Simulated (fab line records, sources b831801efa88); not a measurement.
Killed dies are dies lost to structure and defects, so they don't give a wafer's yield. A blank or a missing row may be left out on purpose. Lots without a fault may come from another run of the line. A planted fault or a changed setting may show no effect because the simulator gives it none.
fab line records | flow sfq_line
record lots=5 wafers=23
route steps=325 shown L0@3 L0V@17 M0@29 M1@59
start_h: hours from the record's first day to the start of the lot's first wafer shown | wait_h: hours since the lot's step before | " the same as in the row above | L1.1+2: a row that stands for several wafers | - no value, or no start given | * or withheld: withheld | < > ~ a bound
route shown NAME@n: a module of which the file shows steps, and the number in the route of the first | usual: mean/standard deviation of fault-free wafers | same: alike in all rows | chamber/n: place in a boat | sites: the reading at each site | _std_site: their standard deviation | _edge_site: outer sites' mean less inner sites' | radius_mm: how far each site lies from the wafer's centre | mask NAME#n: copy n | behind: the tool/chamber that last shaped the wafer | hold: why the lot was held/for how many hours/how that ended | device: the transistor (n, p or np) that didn't switch | end of line: the same wafers' tests at the end of the route | a step without rows: its recipe alone | killed: dies lost to structure and defects at the first sort, not the wafer's yield | map: a wafer's dies, x killed, . not, _ none there
set.NAME: the setting as run; set.NAME@STEP: as run at that earlier step | model.NAME: the simulator's own value behind a step, which no gauge read
lots whose settings were changed on purpose; a table a step, a row a wafer
## steps
# step SFQ_TRILAYER_L0_DEP_SPUTTER_003
# recipe material=MoNx_KI base_pressure_pa=1.33e-06 target_thk_nm=40 power_w=800 time_s=100 chamber_pressure_pa=0.4
# columns lot.wafer tool chamber start_h wait_h set.power_w model.MoNx_KI_of_TRILAYER_L0_DEP_SPUTTER_003.thk_nm
L074.1 pvd_sputter-03 - 12.49 0.0 800 40.4
L074.2 " - " " 800 40.1
L074.6 " - " " 800 40.3
L075.1 pvd_sputter-05 - 17.49 0.0 800 40.08
L075.2 " - " " 800 39.78
L075.3 " - " " 800 39.59
L075.5+6 " - " " 800 39.49
L077.1 pvd_sputter-03 - 27.49 0.0 881.5 43.32
L077.2 " - " " 800 40.43
L077.4 " - " " 800 40.57
L077.5 " - " " 881.5 44.67
L077.6 " - " " 800 40.04
L078.1 pvd_sputter-05 - 32.49 0.0 800 39.77
L078.2 " - " " 800 39.55
L078.3+4 " - " " 800 39.45
L078.5 " - " " 800 39.89
L080.1 pvd_sputter-05 - 42.49 0.0 800 40.11
L080.2 " - " " 800 40.13
L080.4 " - " " 800 40.63
L080.5 " - " " 838.4 42.48
L080.6 " - " " 838.4 41.83
# step SFQ_L0_RS_MEAS_901
# recipe thk_meas_gauge=four-point-probe reads=MoNx_KI_of_TRILAYER_L0_DEP_SPUTTER_003
# usual L0_MONX_KI_RS=43.6/0.54
# columns lot.wafer tool chamber start_h wait_h set.power_w@TRILAYER_L0_DEP_SPUTTER_003 L0_MONX_KI_RS[ohm/sq]
L074.1 film_metro-04 - 12.56 0.0 800 43.2
L074.2 " - " " 800 43.5
L074.6 " - " " 800 43.3
L075.1 film_metro-03 - 17.56 0.0 800 43.4
L075.2 " - " " 800 43.8
L075.3 " - " " 800 43.8
L075.5 " - " " 800 44.1
L075.6 " - " " 800 44.0
L077.1 film_metro-02 - 27.56 0.0 881.5 40.4
L077.2 " - " " 800 43.1
L077.4 " - " " 800 42.9
L077.5 " - " " 881.5 39.0
L077.6 " - " " 800 43.4
L078.1 film_metro-04 - 32.56 0.0 800 43.8
L078.2 " - " " 800 44.1
L078.3 " - " " 800 44.2
L078.4 " - " " 800 44.3
L078.5 " - " " 800 43.7
L080.1 film_metro-02 - 42.56 0.0 800 43.5
L080.2 " - " " 800 43.4
L080.4 " - " " 800 43.0
L080.5 " - " " 838.4 41.0
L080.6 " - " " 838.4 41.8
# step SFQ_L0_THK_MEAS_902
# recipe thk_meas_gauge=xrf reads=MoNx_KI_of_TRILAYER_L0_DEP_SPUTTER_003
# usual L0_MONX_KI_THK=39.9/0.45
# columns lot.wafer tool chamber start_h wait_h set.power_w@TRILAYER_L0_DEP_SPUTTER_003 L0_MONX_KI_THK[nm]
L074.1 film_metro-04 - 12.68 0.1 800 40.3
L074.2 " - " " 800 40.2
L074.6 " - " " 800 40.1
L075.1 film_metro-03 - 17.68 0.1 800 39.7
L075.2 " - " " 800 39.5
L075.3 " - " " 800 39.2
L075.5 " - " " 800 39.3
L075.6 " - " " 800 39.3
L077.1 film_metro-02 - 27.68 0.1 881.5 43.1
L077.2 " - " " 800 40.3
L077.4 " - " " 800 40.6
L077.5 " - " " 881.5 44.7
L077.6 " - " " 800 40.0
L078.1 film_metro-04 - 32.68 0.1 800 39.8
L078.2 " - " " 800 39.6
L078.3 " - " " 800 39.5
L078.4 " - " " 800 39.5
L078.5 " - " " 800 40.2
L080.1 film_metro-02 - 42.68 0.1 800 40.0
L080.2 " - " " 800 40.1
L080.4 " - " " 800 40.5
L080.5 " - " " 838.4 42.5
L080.6 " - " " 838.4 41.5
# step SFQ_TRILAYER_L0_LITHO_COAT_005
# recipe resist=KrF spin_rpm=3000 resist_thk_nm=600
# columns lot.wafer tool chamber start_h wait_h set.resist_thk_nm model.KrF_of_TRILAYER_L0_LITHO_COAT_005.thk_nm
L074.1 litho_track-03 0 13.04 0.2 600 600.4
L074.2 " 0 " " 600 601
L074.6 " 0 " " 600 600.2
L075.1 litho_track-01 0 18.04 0.2 600 599.2
L075.2 " 0 " " 600 600.5
L075.3 " 0 " " 623.2 622.7
L075.5 " 0 " " 623.2 624.2
L075.6 " 0 " " 623.2 624.5
L077.1+5 litho_track-03 0 28.04 0.2 600 -
L077.2 " 0 " " 611.5 610.7
L077.4 " 0 " " 611.5 612.3
L077.6 " 0 " " 600 600.6
L078.1 litho_track-01 0 33.04 0.2 600 600.3
L078.2 " 0 " " 600 600.2
L078.3 " 0 " " 600 602.1
L078.4 " 0 " " 588.7 589.4
L078.5 " 0 " " 588.7 587.8
L080.1 litho_track-03 0 43.04 0.2 589.5 591.9
L080.2 " 0 " " 589.5 590
L080.4 " 0 " " 600 602.6
L080.5 " 0 " " 600 602.2
L080.6 " 0 " " 589.5 590.3
# step SFQ_TRILAYER_L0_LITHO_SOFTBAKE_009
# recipe temp_c=withheld time_s=withheld resist=KrF
# step SFQ_TRILAYER_L0_LITHO_EXPOSE_006
# recipe mask_id=L0 na=0.6 source_shape=conventional sigma_outer=0.65 target_cd_nm=2000 dose_mj=14.4
# step SFQ_TRILAYER_L0_LITHO_PEB_008
# recipe peb_temp_c=115 peb_time_s=60 resist=KrF
# step SFQ_TRILAYER_L0_LITHO_DEVELOP_007
# recipe time_s=60 resist=KrF
# step SFQ_TRILAYER_L0_BARC_OPEN_METAL_ETCH_010
# recipe mask_material=PR chemistry=O2 target_depth_nm=125 target=BARC icp_w=600 bias_w=80 pressure_mtorr=10 time_s=41.7
# columns lot.wafer tool chamber start_h wait_h set.resist_thk_nm@TRILAYER_L0_LITHO_COAT_005 model.KrF_of_TRILAYER_L0_LITHO_COAT_005.thk_nm
L074.1+2 rie_metal-02 1,0 59.46 0.1 600 524.1
L074.6 " 1 " " 600 523.8
L075.1 rie_metal-04 0 65.46 0.1 600 522.4
L075.2 " 1 " " 600 523.2
L075.3 " 1 " " 623.2 544.9
L075.5 " 0 " " 623.2 547.8
L075.6 " 1 " " 623.2 547.3
L077.1+5 rie_metal-04 1,0 76.26 0.1 600 -
L077.2 " 0 " " 611.5 534.5
L077.4 " 0 " " 611.5 535.7
L077.6 " 1 " " 600 522.8
L078.1 rie_metal-04 1 78.66 0.1 600 522.2
L078.2 " 0 " " 600 523.7
L078.3 " 0 " " 600 525.6
L078.4 " 1 " " 588.7 511.9
L078.5 " 1 " " 588.7 510.2
L080.1 rie_metal-04 1 99.12 0.1 589.5 513.6
L080.2 " 0 " " 589.5 513.8
L080.4 " 1 " " 600 524.6
L080.5 " 0 " " 600 526
L080.6 " 1 " " 589.5 512.5
# step SFQ_TRILAYER_L0_ETCH_METAL_ETCH_008
# recipe target=MoNx_KI stop_on=SiO2 mask_material=PR chemistry=SF6/O2 target_depth_nm=50 icp_w=600 bias_w=80 pressure_mtorr=10 time_s=25
# usual oes_product_au=0.872/0.0067
# columns lot.wafer tool chamber start_h wait_h set.power_w@TRILAYER_L0_DEP_SPUTTER_003 set.resist_thk_nm@TRILAYER_L0_LITHO_COAT_005 oes_product_au model.KrF_of_TRILAYER_L0_LITHO_COAT_005.thk_nm
L074.1 rie_metal-02 1 59.52 0.0 800 600 0.876 482.5
L074.2 " 0 " " 800 600 0.873 482.1
L074.6 " 1 " " 800 600 0.881 482
L075.1 rie_metal-04 0 65.52 0.0 800 600 0.876 480.9
L075.2 " 1 " " 800 600 0.870 480.9
L075.3 " 1 " " 800 623.2 0.868 502.8
L075.5 " 0 " " 800 623.2 0.870 506.5
L075.6 " 1 " " 800 623.2 0.872 505.1
L077.1 rie_metal-04 1 76.32 0.0 881.5 600 0.920 -
L077.2 " 0 " " 800 611.5 0.880 493.1
L077.4 " 0 " " 800 611.5 0.887 494.3
L077.5 " 0 " " 881.5 600 0.932 -
L077.6 " 1 " " 800 600 0.874 480.4
L078.1 rie_metal-04 1 78.72 0.0 800 600 0.866 479.9
L078.2 " 0 " " 800 600 0.865 482.6
L078.3 " 0 " " 800 600 0.864 484.4
L078.4 " 1 " " 800 588.7 0.865 470.1
L078.5 " 1 " " 800 588.7 0.864 468
L080.1 rie_metal-04 1 99.18 0.0 800 589.5 0.877 471.3
L080.2 " 0 " " 800 589.5 0.874 472.7
L080.4 " 1 " " 800 600 0.883 482.1
L080.5 " 0 " " 838.4 600 0.905 485.2
L080.6 " 1 " " 838.4 589.5 0.895 470.5
# step SFQ_TRILAYER_L0_VIA_LITHO_COAT_018
# recipe resist=BARC spin_rpm=3000 resist_thk_nm=62
# columns lot.wafer tool chamber start_h wait_h set.resist_thk_nm model.BARC_of_TRILAYER_L0_VIA_LITHO_COAT_018.thk_nm
L074.1 litho_track-03 0 60.37 0.0 62 62.02
L074.2 " 0 " " 62 61.99
L074.6 " 0 " " 62 62.33
L075.1 litho_track-02 0 66.37 0.0 64.45 63.93
L075.2 " 0 " " 64.45 64.31
L075.3 " 0 " " 62 61.92
L075.5 " 0 " " 62 61.73
L075.6 " 0 " " 64.45 64.4
L077.1 litho_track-02 0 77.18 0.0 64.65 64.42
L077.2 " 0 " " 62 61.99
L077.4 " 0 " " 64.65 64.57
L077.5 " 0 " " 62 61.79
L077.6 " 0 " " 62 61.92
L078.1 litho_track-03 0 79.58 0.0 62 62.01
L078.2 " 0 " " 62 61.75
L078.3 " 0 " " 64.78 64.73
L078.4 " 0 " " 64.78 64.63
L078.5 " 0 " " 62 61.89
L080.1 litho_track-03 0 100.02 0.0 62 61.96
L080.2 " 0 " " 64.8 64.94
L080.4 " 0 " " 62 62.22
L080.5 " 0 " " 62 61.95
L080.6 " 0 " " 64.8 64.79
# step SFQ_TRILAYER_M0_DEP_SPUTTER_019
# recipe material=Nb base_pressure_pa=1.33e-06 chamber_pressure_pa=0.1333 substrate_temp_c=20 resputter_cathode_voltage_v=400 target_thk_nm=200 power_w=2000 time_s=133.3
# columns lot.wafer tool chamber start_h wait_h set.time_s model.Nb_of_TRILAYER_M0_DEP_SPUTTER_019.thk_nm
L074.1 pvd_sputter-04 - 113.36 0.0 133.3 198.3
L074.2 " - " " 133.3 201
L074.6 " - " " 133.3 198.9
L075.1 pvd_sputter-04 - 120.56 0.0 133.3 199.6
L075.2 " - " " 122.9 186.9
L075.3 " - " " 133.3 203.4
L075.5 " - " " 122.9 186.6
L075.6 " - " " 122.9 183.5
L077.1 pvd_sputter-04 - 130.55 0.0 142.2 214.5
L077.2 " - " " 142.2 212.1
L077.4 " - " " 142.2 212.8
L077.5 " - " " 133.3 199.1
L077.6 " - " " 133.3 202.8
L078.1 pvd_sputter-06 - 137.30 0.0 151.1 228.5
L078.2 " - " " 133.3 200.7
L078.3 " - " " 151.1 226.9
L078.4 " - " " 133.3 201.3
L078.5 " - " " 151.1 227.9
L080.1 pvd_sputter-04 - 154.10 0.0 133.3 199.7
L080.2 " - " " 118.3 176.7
L080.4 " - " " 118.3 181.1
L080.5 " - " " 133.3 200.8
L080.6 " - " " 118.3 179.4
# step SFQ_M0_RS_MEAS_904
# recipe thk_meas_gauge=four-point-probe reads=Nb_of_TRILAYER_M0_DEP_SPUTTER_019
# usual M0_NB_RS=0.889/0.0076
# columns lot.wafer tool chamber start_h wait_h set.time_s@TRILAYER_M0_DEP_SPUTTER_019 M0_NB_RS[ohm/sq]
L074.1 film_metro-02 - 113.45 0.0 133.3 0.900
L074.2 " - " " 133.3 0.887
L074.6 " - " " 133.3 0.897
L075.1 film_metro-04 - 120.65 0.0 133.3 0.894
L075.2 " - " " 122.9 0.955
L075.3 " - " " 133.3 0.877
L075.5 " - " " 122.9 0.954
L075.6 " - " " 122.9 0.973
L077.1 film_metro-01 - 130.64 0.0 142.2 0.830
L077.2 " - " " 142.2 0.839
L077.4 " - " " 142.2 0.838
L077.5 " - " " 133.3 0.897
L077.6 " - " " 133.3 0.879
L078.1 film_metro-02 - 137.39 0.0 151.1 0.779
L078.2 " - " " 133.3 0.889
L078.3 " - " " 151.1 0.785
L078.4 " - " " 133.3 0.885
L078.5 " - " " 151.1 0.780
L080.1 film_metro-04 - 154.19 0.0 133.3 0.893
L080.2 " - " " 118.3 1.011
L080.4 " - " " 118.3 0.983
L080.5 " - " " 133.3 0.888
L080.6 " - " " 118.3 0.996
# step SFQ_TRILAYER_M0_LITHO_COAT_021
# recipe resist=KrF spin_rpm=3000 resist_thk_nm=600
# columns lot.wafer tool chamber start_h wait_h set.spin_rpm model.KrF_of_TRILAYER_M0_LITHO_COAT_021.thk_nm
L074.1 litho_track-04 0 113.93 0.2 3000 601.6
L074.2 " 0 " " 3000 600.7
L074.6 " 0 " " 3000 599.9
L075.1 litho_track-02 0 121.13 0.2 3000 603.6
L075.2+6 " 0 " " 2822 -
L075.3 " 0 " " 2822 622.4
L075.5 " 0 " " 3000 -
L077.1+4 litho_track-01 0 131.12 0.2 3000 -
L077.2 " 0 " " 3096 -
L077.5 " 0 " " 3000 601.3
L077.6 " 0 " " 3096 591.1
L078.1 litho_track-02 0 137.87 0.2 3117 -
L078.2 " 0 " " 3117 587
L078.3+5 " 0 " " 3000 -
L078.4 " 0 " " 3117 587.5
L080.1 litho_track-02 0 154.67 0.2 3000 597.3
L080.2+4+6 " 0 " " 3000 -
L080.5 " 0 " " 3000 596.2
# step SFQ_TRILAYER_M0_LITHO_PEB_024
# recipe peb_temp_c=115 peb_time_s=60 resist=KrF
# columns lot.wafer tool chamber start_h wait_h set.peb_time_s
L074.1+2+6 litho_track-02 0 - - 60
L075.1+2+3+5+6 litho_track-01 0 173.77 1.0 60
L077.1+2+5 litho_track-02 0 182.17 1.0 60
L077.4+6 " 0 " " 52.2
L078.1+3 litho_track-01 0 189.37 1.0 63.9
L078.2+4+5 " 0 " " 60
L080.1+5+6 litho_track-02 0 207.37 1.0 60
L080.2+4 " 0 " " 56.17
# step SFQ_TRILAYER_M0_LITHO_DEVELOP_023
# recipe time_s=60 resist=KrF
# step SFQ_TRILAYER_M0_BARC_OPEN_METAL_ETCH_031
# recipe mask_material=PR chemistry=O2 target_depth_nm=125 target=BARC icp_w=600 bias_w=80 pressure_mtorr=10 time_s=41.7
# columns lot.wafer tool chamber start_h wait_h set.peb_time_s@TRILAYER_M0_LITHO_PEB_024 model.M0.cd_nm
L074.1 rie_metal-02 0 164.67 0.0 60 501.9
L074.2 " 1 " " 60 500.6
L074.6 " 0 " " 60 501.3
L075.1 rie_metal-01 1 174.10 0.0 60 502.2
L075.2 " 0 " " 60 501.7
L075.3 " 1 " " 60 503.1
L075.5 " 1 " " 60 503.6
L075.6 " 0 " " 60 501.3
L077.1+5 rie_metal-01 1 182.50 0.0 60 499.1
L077.2 " 1 " " 60 497.9
L077.4 " 1 " " 52.2 519.2
L077.6 " 1 " " 52.2 518.3
L078.1 rie_metal-03 0 189.70 0.0 63.9 489.4
L078.2 " 1 " " 60 499.1
L078.3 " 0 " " 63.9 491.4
L078.4 " 1 " " 60 498.9
L078.5 " 1 " " 60 499.3
L080.1 rie_metal-01 0 207.70 0.0 60 498.5
L080.2 " 1 " " 56.17 509
L080.4 " 1 " " 56.17 509.8
L080.5 " 0 " " 60 499.1
L080.6 " 1 " " 60 499.5
# step SFQ_TRILAYER_M0_ETCH_METAL_ETCH_024
# recipe target=Nb stop_on=SiO2 mask_material=PR chemistry=Cl2/Ar target_depth_nm=240 icp_w=600 bias_w=80 pressure_mtorr=10 time_s=120
# usual oes_product_au=0.897/0.0061
# columns lot.wafer tool chamber start_h wait_h set.time_s@TRILAYER_M0_DEP_SPUTTER_019 set.spin_rpm@TRILAYER_M0_LITHO_COAT_021 set.peb_time_s@TRILAYER_M0_LITHO_PEB_024 oes_product_au model.M0.cd_nm model.KrF_of_TRILAYER_M0_LITHO_COAT_021.thk_nm
L074.1 rie_metal-02 0 164.73 0.0 133.3 3000 60 0.887 502.9 384.4
L074.2 " 1 " " 133.3 3000 60 0.907 498.1 383.8
L074.6 " 0 " " 133.3 3000 60 0.899 501.9 382.8
L075.1 rie_metal-01 1 174.16 0.0 133.3 3000 60 0.891 503.5 384.1
L075.2 " 0 " " 122.9 2822 60 0.853 502.3 -
L075.3 " 1 " " 133.3 2822 60 0.909 504.1 401.7
L075.5 " 1 " " 122.9 3000 60 0.857 504.1 -
L075.6 " 0 " " 122.9 2822 60 0.857 502.3 -
L077.1 rie_metal-01 1 182.62 0.1 142.2 3000 60 0.933 499.9 -
L077.2 " 1 " " 142.2 3096 60 0.928 499.5 -
L077.4 " 1 " " 142.2 3000 52.2 0.920 520.3 -
L077.5 " 1 " " 133.3 3000 60 0.886 500.2 380.4
L077.6 " 1 " " 133.3 3096 52.2 0.909 519 370
L078.1 rie_metal-03 0 189.76 0.0 151.1 3117 63.9 0.963 489.3 -
L078.2 " 1 " " 133.3 3117 60 0.894 500.7 371.3
L078.3 " 0 " " 151.1 3000 63.9 0.970 490 -
L078.4 " 1 " " 133.3 3117 60 0.892 500.3 370.5
L078.5 " 1 " " 151.1 3000 60 0.964 499.7 -
L080.1 rie_metal-01 0 207.76 0.0 133.3 3000 60 0.901 501.6 379.2
L080.2 " 1 " " 118.3 3000 56.17 0.829 511.7 -
L080.4 " 1 " " 118.3 3000 56.17 0.846 511.3 -
L080.5 " 0 " " 133.3 3000 60 0.904 500.5 378.2
L080.6 " 1 " " 118.3 3000 60 0.839 501.2 -
# step SFQ_TRILAYER_M1_DEP_SPUTTER_037
# recipe material=Nb base_pressure_pa=1.33e-06 chamber_pressure_pa=0.1333 substrate_temp_c=20 resputter_cathode_voltage_v=400 target_thk_nm=200 power_w=2000 time_s=133.3
# columns lot.wafer tool chamber start_h wait_h set.time_s model.Nb_of_TRILAYER_M1_DEP_SPUTTER_037.thk_nm
L074.1 pvd_sputter-03 - 233.26 0.0 133.3 200.4
L074.2 " - " " 133.3 200.1
L074.6 " - " " 133.3 201.1
L075.1 pvd_sputter-06 - 246.46 0.0 133.3 199.3
L075.2 " - " " 133.3 198.4
L075.3 " - " " 119.2 177.5
L075.5 " - " " 133.3 198.7
L075.6 " - " " 119.2 178.5
L077.1 pvd_sputter-04 - 256.08 0.0 133.3 201
L077.2 " - " " 133.3 199.2
L077.4+5 " - " " 133.3 200.1
L077.6 " - " " 133.3 201.4
L078.1 pvd_sputter-06 - 264.48 0.0 119.1 180.5
L078.2 " - " " 133.3 200.6
L078.3 " - " " 133.3 201.7
L078.4 " - " " 119.1 179
L078.5 " - " " 133.3 201
L080.1 pvd_sputter-03 - 289.36 0.0 152.5 227.8
L080.2 " - " " 152.5 230.8
L080.4 " - " " 133.3 198.3
L080.5 " - " " 152.5 228.7
L080.6 " - " " 133.3 199.3
# step SFQ_M1_RS_MEAS_909
# recipe thk_meas_gauge=four-point-probe reads=Nb_of_TRILAYER_M1_DEP_SPUTTER_037
# usual M1_NB_RS=0.886/0.006
# columns lot.wafer tool chamber start_h wait_h set.time_s@TRILAYER_M1_DEP_SPUTTER_037 M1_NB_RS[ohm/sq]
L074.1 film_metro-04 - 233.35 0.0 133.3 0.889
L074.2 " - " " 133.3 0.891
L074.6 " - " " 133.3 0.887
L075.1 film_metro-01 - 246.55 0.0 133.3 0.891
L075.2 " - " " 133.3 0.896
L075.3 " - " " 119.2 1.004
L075.5 " - " " 133.3 0.894
L075.6 " - " " 119.2 0.998
L077.1 film_metro-03 - 256.17 0.0 133.3 0.884
L077.2 " - " " 133.3 0.894
L077.4 " - " " 133.3 0.889
L077.5 " - " " 133.3 0.887
L077.6 " - " " 133.3 0.882
L078.1 film_metro-01 - 264.57 0.0 119.1 0.989
L078.2 " - " " 133.3 0.887
L078.3 " - " " 133.3 0.881
L078.4 " - " " 119.1 0.995
L078.5 " - " " 133.3 0.885
L080.1 film_metro-03 - 289.45 0.0 152.5 0.779
L080.2 " - " " 152.5 0.767
L080.4 " - " " 133.3 0.895
L080.5 " - " " 152.5 0.776
L080.6 " - " " 133.3 0.890
## key
split step=SFQ_TRILAYER_L0_DEP_SPUTTER_003 setting=power_w stated=800 by=wafer
response step=SFQ_TRILAYER_L0_DEP_SPUTTER_003 reading=model.MoNx_KI_of_TRILAYER_L0_DEP_SPUTTER_003.thk_nm change=+0.364 per=1% r=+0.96
response step=SFQ_L0_RS_MEAS_901 reading=L0_MONX_KI_RS change=-0.351 per=1% r=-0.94
response step=SFQ_L0_THK_MEAS_902 reading=L0_MONX_KI_THK change=+0.359 per=1% r=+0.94
response step=SFQ_TRILAYER_L0_ETCH_METAL_ETCH_008 reading=oes_product_au change=+0.00447 per=1% r=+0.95
split step=SFQ_TRILAYER_L0_LITHO_COAT_005 setting=resist_thk_nm stated=600 by=wafer
response step=SFQ_TRILAYER_L0_LITHO_COAT_005 reading=model.KrF_of_TRILAYER_L0_LITHO_COAT_005.thk_nm change=+6.25 per=1% r=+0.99
response step=SFQ_TRILAYER_L0_BARC_OPEN_METAL_ETCH_010 reading=model.KrF_of_TRILAYER_L0_LITHO_COAT_005.thk_nm change=+6.39 per=1% r=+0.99
response step=SFQ_TRILAYER_L0_ETCH_METAL_ETCH_008 reading=model.KrF_of_TRILAYER_L0_LITHO_COAT_005.thk_nm change=+6.47 per=1% r=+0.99
split step=SFQ_TRILAYER_L0_VIA_LITHO_COAT_018 setting=resist_thk_nm stated=62 by=wafer
response step=SFQ_TRILAYER_L0_VIA_LITHO_COAT_018 reading=model.BARC_of_TRILAYER_L0_VIA_LITHO_COAT_018.thk_nm change=+0.616 per=1% r=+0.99
split step=SFQ_TRILAYER_M0_DEP_SPUTTER_019 setting=time_s stated=133.3 by=wafer
response step=SFQ_TRILAYER_M0_DEP_SPUTTER_019 reading=model.Nb_of_TRILAYER_M0_DEP_SPUTTER_019.thk_nm change=+1.95 per=1% r=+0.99
response step=SFQ_M0_RS_MEAS_904 reading=M0_NB_RS change=-0.00864 per=1% r=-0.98
response step=SFQ_TRILAYER_M0_ETCH_METAL_ETCH_024 reading=oes_product_au change=+0.00545 per=1% r=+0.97
split step=SFQ_TRILAYER_M0_LITHO_COAT_021 setting=spin_rpm stated=3000 by=wafer
response step=SFQ_TRILAYER_M0_LITHO_COAT_021 reading=model.KrF_of_TRILAYER_M0_LITHO_COAT_021.thk_nm change=-3.17 per=1% r=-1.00
response step=SFQ_TRILAYER_M0_ETCH_METAL_ETCH_024 reading=model.KrF_of_TRILAYER_M0_LITHO_COAT_021.thk_nm change=-3.04 per=1% r=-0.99
split step=SFQ_TRILAYER_M0_LITHO_PEB_024 setting=peb_time_s stated=60 by=wafer
response step=SFQ_TRILAYER_M0_BARC_OPEN_METAL_ETCH_031 reading=model.M0.cd_nm change=-1.52 per=1% r=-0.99
response step=SFQ_TRILAYER_M0_ETCH_METAL_ETCH_024 reading=model.M0.cd_nm change=-1.56 per=1% r=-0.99
split step=SFQ_TRILAYER_M1_DEP_SPUTTER_037 setting=time_s stated=133.3 by=wafer
response step=SFQ_TRILAYER_M1_DEP_SPUTTER_037 reading=model.Nb_of_TRILAYER_M1_DEP_SPUTTER_037.thk_nm change=+2.04 per=1% r=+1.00
response step=SFQ_M1_RS_MEAS_909 reading=M1_NB_RS change=-0.0092 per=1% r=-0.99
